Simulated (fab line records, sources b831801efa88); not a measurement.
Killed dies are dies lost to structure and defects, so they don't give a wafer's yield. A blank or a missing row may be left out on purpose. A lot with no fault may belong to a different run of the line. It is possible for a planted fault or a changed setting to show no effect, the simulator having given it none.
The tool behind it: which one? / flow sky130 / at 1 step of a route of 708, 11 lots with 33 wafers sampled

WHAT THE GAUGES SHOWED, per wafer
SKY_GATE_OXIDE_THK_MEAS_02.
lot=L501; measured=day 12 11:07; on=film metro-01; GATE_OXIDE_OXIDATION_00_THK (nm)=10.27 10.03 9.98
lot=L502; measured=day 12 19:12; on=film metro-04; GATE_OXIDE_OXIDATION_00_THK (nm)=10.30 10.29 10.47
lot=L504; measured=day 13 07:11; on=film metro-02; GATE_OXIDE_OXIDATION_00_THK (nm)=10.26 10.18 10.16
lot=L507; measured=day 14 13:26; on=film metro-02; GATE_OXIDE_OXIDATION_00_THK (nm)=10.67 10.66 10.56
lot=L508; measured=day 14 13:58; on=film metro-02; GATE_OXIDE_OXIDATION_00_THK (nm)=10.10 10.18 10.45
lot=L510; measured=day 15 14:26; on=film metro-02; GATE_OXIDE_OXIDATION_00_THK (nm)=10.21 10.49 10.43
lot=L517; measured=day 18 15:19; on=film metro-02; GATE_OXIDE_OXIDATION_00_THK (nm)=10.47 10.57 10.44
lot=L518; measured=day 19 02:12; on=film metro-04; GATE_OXIDE_OXIDATION_00_THK (nm)=10.52 10.63 10.62
lot=L519; measured=day 19 08:16; on=film metro-01; GATE_OXIDE_OXIDATION_00_THK (nm)=10.20 10.21 10.36
lot=L523; measured=day 20 13:32; on=film metro-02; GATE_OXIDE_OXIDATION_00_THK (nm)=10.07 10.23 10.31
lot=L524; measured=day 20 20:14; on=film metro-04; GATE_OXIDE_OXIDATION_00_THK (nm)=10.18 10.10 10.11

EACH LOT AND THE TOOL THAT RAN IT (in order: tool; ch and the chambers of the sampled wafers; start)
Before these readings, the record contains no process step.

THE ANSWER, worked out from the rows above alone
Rule: usual is defined by the lots themselves. Put in order of their means at a reading, lots are off if they are a third of the lots or fewer, leave a main group of 4 or more, and stand apart from it by a gap of 3 or more times the standard deviation of the main group's means; of several such gaps the widest counts. A main group whose means are all the same, to the digits that the tables above print for the reading, isn't used. Also off: a lot with no number at a reading for which 4 or more lots have one. All remaining lots with rows at the step are treated as sound.
No lot is off at any reading shown: from this, nothing can be told.

WHAT THE SIMULATOR HAD INSERTED
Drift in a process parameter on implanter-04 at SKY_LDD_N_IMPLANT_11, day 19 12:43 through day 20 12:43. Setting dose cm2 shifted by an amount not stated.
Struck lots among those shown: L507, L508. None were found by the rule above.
